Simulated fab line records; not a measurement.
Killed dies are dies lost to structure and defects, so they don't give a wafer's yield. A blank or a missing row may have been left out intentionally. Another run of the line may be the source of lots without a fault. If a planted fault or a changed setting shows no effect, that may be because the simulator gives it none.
The same fault as seen by 2 desks	flow sky130	only its own numbers are on each desk; what lay behind them is given at the end

== FOR THE TOOL OWNER'S DESK: rie diel-02 ==
The tool's own readings at SKY_POLY_GATE_ETCH_15 (etches BARC in N2/H2, stops on SiO2, time 118.5 s, target depth 110 nm): means of the sampled wafers that have a number, for each lot that ran on this tool. Any lot whose mean is over 4 standard deviations away from the usual mean is out of limits and marked OUT; that distance is given in the brackets.
Columns: A = bias w at SKY_POLY_GATE_ETCH_15, usual 100.01 W; B = drypump motor current A at SKY_POLY_GATE_ETCH_15, usual 5.8 A; C = oes product au at SKY_POLY_GATE_ETCH_15, usual 0.717 a.u.; D = throttle valve pct at SKY_POLY_GATE_ETCH_15, usual 13.213 %
lot	first seen here	A	B	C	D
L309	day 19 01:04	99.92	6.2	0.716	13.221
L310	day 19 06:10	100.00	6.2	0.722	13.218
L312	day 20 04:19	100.01	6.3	0.714	13.208
L315	day 21 07:37	100.18	6.2	0.719	13.199
Result from this desk: across the 4 lots, nothing is out of limits.

== AT THE METROLOGY DESK ==
Lot by lot, what the gauges showed, no matter which tool ran the lot: averages of those sampled wafers that carry a number. Any lot whose mean is over 4 standard deviations away from the usual mean is out of limits and marked OUT; that distance is given in the brackets.
Columns: A = SONOS_ONO_OVL at SKY_SONOS_ONO_OVL_MEAS_14, usual -1.6 nm; B = POLY_GATE_OXIDATION_THK at SKY_POLY_GATE_THK_MEAS_21, usual 3.98 nm; C = cd nm at SKY_POLY_GATE_CD_MEAS_22, usual 150.1 nm
lot	first seen here	A	B	C
L302	day 12 22:36	-0.1	4.01	154.0
L303	day 13 08:50	-1.3	4.05	149.9
L309	day 15 01:41	-1.7	3.96	150.2
L310	day 15 07:29	-1.2	3.98	149.0
L311	day 15 18:49	-4.0	4.07	150.9
L312	day 16 01:50	-4.5	4.10	152.4
L314	day 16 18:06	-2.0	3.90	150.2
L315	day 17 03:38	-2.5	3.96	153.5
L319	day 18 12:26	-1.4	4.11	150.7
L325	day 20 08:41	0.6	3.83	148.1
Result from this desk: across the 10 lots, nothing is out of limits.

== PUT TOGETHER ==
Nothing out of limits was seen by the tool owner's desk.
At the metrology desk, nothing out of limits was observed.

== WHAT THE SIMULATOR HAD INSERTED ==
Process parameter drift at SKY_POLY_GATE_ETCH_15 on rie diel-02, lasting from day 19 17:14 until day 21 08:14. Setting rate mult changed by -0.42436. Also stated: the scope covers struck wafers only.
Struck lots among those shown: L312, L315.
